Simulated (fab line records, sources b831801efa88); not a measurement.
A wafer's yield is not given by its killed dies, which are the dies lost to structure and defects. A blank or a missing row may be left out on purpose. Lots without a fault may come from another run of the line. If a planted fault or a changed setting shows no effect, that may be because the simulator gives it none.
Chamber matching / flow sfqLine / SFQ_TRILAYER_I1_VIA_ETCH_VIA_ETCH_052 on rieDiel-01: 4 sister chambers
The step etches SiO2 in CHF3, stops on Nb, target depth 260 nm. 14 wafers are shown with their chamber, then 7 later ones without.

EACH WAFER AND ITS CHAMBER
wafer=L508.1; chamber=2; drypumpMotorCurrentA (A)=6.7; rfFwdPowerW (W)=497.3; chamberPressureMTorr (mTorr)=30.011
wafer=L508.4; chamber=1; drypumpMotorCurrentA (A)=4.8; rfFwdPowerW (W)=498.4; chamberPressureMTorr (mTorr)=29.998
wafer=L508.5; chamber=1; drypumpMotorCurrentA (A)=4.7; rfFwdPowerW (W)=495.8; chamberPressureMTorr (mTorr)=30.053
wafer=L515.1; chamber=1; drypumpMotorCurrentA (A)=4.8; rfFwdPowerW (W)=500.2; chamberPressureMTorr (mTorr)=29.995
wafer=L515.2; chamber=3; drypumpMotorCurrentA (A)=6.8; rfFwdPowerW (W)=498.1; chamberPressureMTorr (mTorr)=29.970
wafer=L517.3; chamber=1; drypumpMotorCurrentA (A)=4.8; rfFwdPowerW (W)=499.2; chamberPressureMTorr (mTorr)=30.049
wafer=L517.4; chamber=2; drypumpMotorCurrentA (A)=6.7; rfFwdPowerW (W)=497.7; chamberPressureMTorr (mTorr)=30.058
wafer=L517.6; chamber=3; drypumpMotorCurrentA (A)=6.8; rfFwdPowerW (W)=494.6; chamberPressureMTorr (mTorr)=29.988
wafer=L519.4; chamber=1; drypumpMotorCurrentA (A)=4.8; rfFwdPowerW (W)=498.6; chamberPressureMTorr (mTorr)=30.000
wafer=L524.2; chamber=0; drypumpMotorCurrentA (A)=5.3; rfFwdPowerW (W)=501.4; chamberPressureMTorr (mTorr)=30.036
wafer=L524.5; chamber=3; drypumpMotorCurrentA (A)=6.8; rfFwdPowerW (W)=496.8; chamberPressureMTorr (mTorr)=30.001
wafer=L524.6; chamber=0; drypumpMotorCurrentA (A)=5.3; rfFwdPowerW (W)=500.0; chamberPressureMTorr (mTorr)=29.973
wafer=L526.2; chamber=3; drypumpMotorCurrentA (A)=6.7; rfFwdPowerW (W)=496.1; chamberPressureMTorr (mTorr)=30.000
wafer=L526.3; chamber=0; drypumpMotorCurrentA (A)=5.3; rfFwdPowerW (W)=497.1; chamberPressureMTorr (mTorr)=30.011

SIGNATURES, as means of the wafers listed above
reading=drypumpMotorCurrentA; chamber 0=5.300; chamber 1=4.780; chamber 2=6.700; chamber 3=6.775; scatter within a chamber=0.0394
reading=rfFwdPowerW; chamber 0=499.500; chamber 1=498.440; chamber 2=497.500; chamber 3=496.400; scatter within a chamber=1.64
reading=chamberPressureMTorr; chamber 0=30.00667; chamber 1=30.01900; chamber 2=30.03450; chamber 3=29.98975; scatter within a chamber=0.0268
Rule: distance of a wafer from a chamber = root of the sum over the readings of ((wafer's reading minus chamber's mean) / reading's scatter) squared. If the next closest chamber is less than 2 further off than the closest, the wafer can't be placed; otherwise it belongs to the closest. The scatter is the square root of a quotient: the sum, over the shown wafers, of each reading's squared deviation from its chamber's mean, divided by wafers minus chambers.

WAFERS WHOSE CHAMBER IS MISSING
wafer=L526.6; drypumpMotorCurrentA (A)=4.8; rfFwdPowerW (W)=497.5; chamberPressureMTorr (mTorr)=29.985
wafer=L527.3; drypumpMotorCurrentA (A)=6.7; rfFwdPowerW (W)=497.5; chamberPressureMTorr (mTorr)=30.010
wafer=L527.5; drypumpMotorCurrentA (A)=4.8; rfFwdPowerW (W)=498.0; chamberPressureMTorr (mTorr)=29.944
wafer=L527.6; drypumpMotorCurrentA (A)=6.7; rfFwdPowerW (W)=499.6; chamberPressureMTorr (mTorr)=30.002
wafer=L528.1; drypumpMotorCurrentA (A)=6.7; rfFwdPowerW (W)=500.2; chamberPressureMTorr (mTorr)=29.974
wafer=L528.2; drypumpMotorCurrentA (A)=5.3; rfFwdPowerW (W)=497.0; chamberPressureMTorr (mTorr)=29.994
wafer=L528.5; drypumpMotorCurrentA (A)=4.8; rfFwdPowerW (W)=496.2; chamberPressureMTorr (mTorr)=29.976

EACH ONE'S CHAMBER
wafer=L526.6; from the rows above=1; in truth=1
wafer=L527.3; from the rows above=can't be placed: 2 or 3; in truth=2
wafer=L527.5; from the rows above=1; in truth=1
wafer=L527.6; from the rows above=can't be placed: 2 or 3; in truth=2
wafer=L528.1; from the rows above=can't be placed: 2 or 3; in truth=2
wafer=L528.2; from the rows above=0; in truth=0
wafer=L528.5; from the rows above=1; in truth=1
4 of 7 placed correctly. From these rows, 3 cannot be placed; in 3 the true chamber is one of the candidates. 0 placed wrongly.
